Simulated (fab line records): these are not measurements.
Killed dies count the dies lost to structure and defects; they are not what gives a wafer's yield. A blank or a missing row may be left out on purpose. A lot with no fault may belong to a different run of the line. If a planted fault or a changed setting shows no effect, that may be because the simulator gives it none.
Chamber matching + flow gf180mcu + 4 sister chambers for GF_POLY_GATE_ETCH_13 on rie-si-01
The step etches poly-Si in HBr/Cl2, stops on SiO2, target depth 198.5 nm, time 69.6 s. 14 wafers are shown with their chamber, then 7 later ones without.

## WAFERS PAIRED WITH THEIR CHAMBERS
| wafer  | chamber | drypump-motor-current-A (A) | oes-product-au (a.u.) | throttle-valve-pct (%) |
|--------|---------|-----------------------------|-----------------------|------------------------|
| L342.1 | 0       | 6.0                         | 1.000                 | 33.671                 |
| L342.3 | 3       | 5.0                         | 0.989                 | 33.683                 |
| L342.6 | 2       | 6.2                         | 0.987                 | 33.688                 |
| L343.1 | 2       | 6.3                         | 0.978                 | 33.686                 |
| L343.4 | 3       | 4.9                         | 0.995                 | 33.679                 |
| L343.6 | 1       | 6.0                         | 1.000                 | 33.684                 |
| L347.4 | 3       | 4.9                         | 0.984                 | 33.678                 |
| L347.5 | 3       | 4.9                         | 0.984                 | 33.671                 |
| L347.6 | 0       | 6.1                         | 1.010                 | 33.683                 |
| L353.1 | 1       | 6.0                         | 0.992                 | 33.682                 |
| L353.3 | 2       | 6.3                         | 0.991                 | 33.682                 |
| L353.4 | 0       | 6.0                         | 0.993                 | 33.679                 |
| L363.1 | 3       | 5.0                         | 0.977                 | 33.671                 |
| L363.2 | 2       | 6.3                         | 0.986                 | 33.695                 |

SIGNATURES (averages over the wafers above)
| reading                 | chamber 0 | chamber 1 | chamber 2 | chamber 3 | scatter within a chamber |
|-------------------------|-----------|-----------|-----------|-----------|--------------------------|
| drypump-motor-current-A | 6.033     | 6.000     | 6.275     | 4.940     | 0.0512                   |
| oes-product-au          | 1.00100   | 0.99600   | 0.98550   | 0.98580   | 0.00668                  |
| throttle-valve-pct      | 33.67767  | 33.68300  | 33.68775  | 33.67640  | 0.00526                  |
Rule: distance of a wafer from a chamber = root of the sum over the readings of ((wafer's reading minus chamber's mean) / reading's scatter) squared. The wafer belongs to the nearest chamber; if the next one is less than 2 further off, it can't be placed. The scatter: take each reading less its chamber's mean, square it, sum over the shown wafers, divide by the number of wafers less the number of chambers, and take the root.

## WAFERS WHOSE CHAMBER IS MISSING
| wafer  | drypump-motor-current-A (A) | oes-product-au (a.u.) | throttle-valve-pct (%) |
|--------|-----------------------------|-----------------------|------------------------|
| L363.3 | 6.0                         | 0.994                 | 33.693                 |
| L364.2 | 6.3                         | 0.985                 | 33.684                 |
| L364.4 | 6.0                         | 0.991                 | 33.672                 |
| L364.6 | 4.9                         | 0.990                 | 33.685                 |
| L365.2 | 6.0                         | 0.987                 | 33.674                 |
| L365.4 | 5.0                         | 0.990                 | 33.679                 |
| L365.5 | 5.9                         | 0.989                 | 33.673                 |

## CHAMBER TAKEN BY EACH
| wafer  | from the rows above     | in truth |
|--------|-------------------------|----------|
| L363.3 | can't be placed: 1 or 0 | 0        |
| L364.2 | 2                       | 2        |
| L364.4 | can't be placed: 0 or 1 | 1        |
| L364.6 | 3                       | 3        |
| L365.2 | can't be placed: 1 or 0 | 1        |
| L365.4 | 3                       | 3        |
| L365.5 | can't be placed: 1 or 0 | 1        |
Placed correctly: 3 of 7. Can't be placed from these rows: 4 (the true chamber is among the candidates in 4). Number placed wrongly: 0.
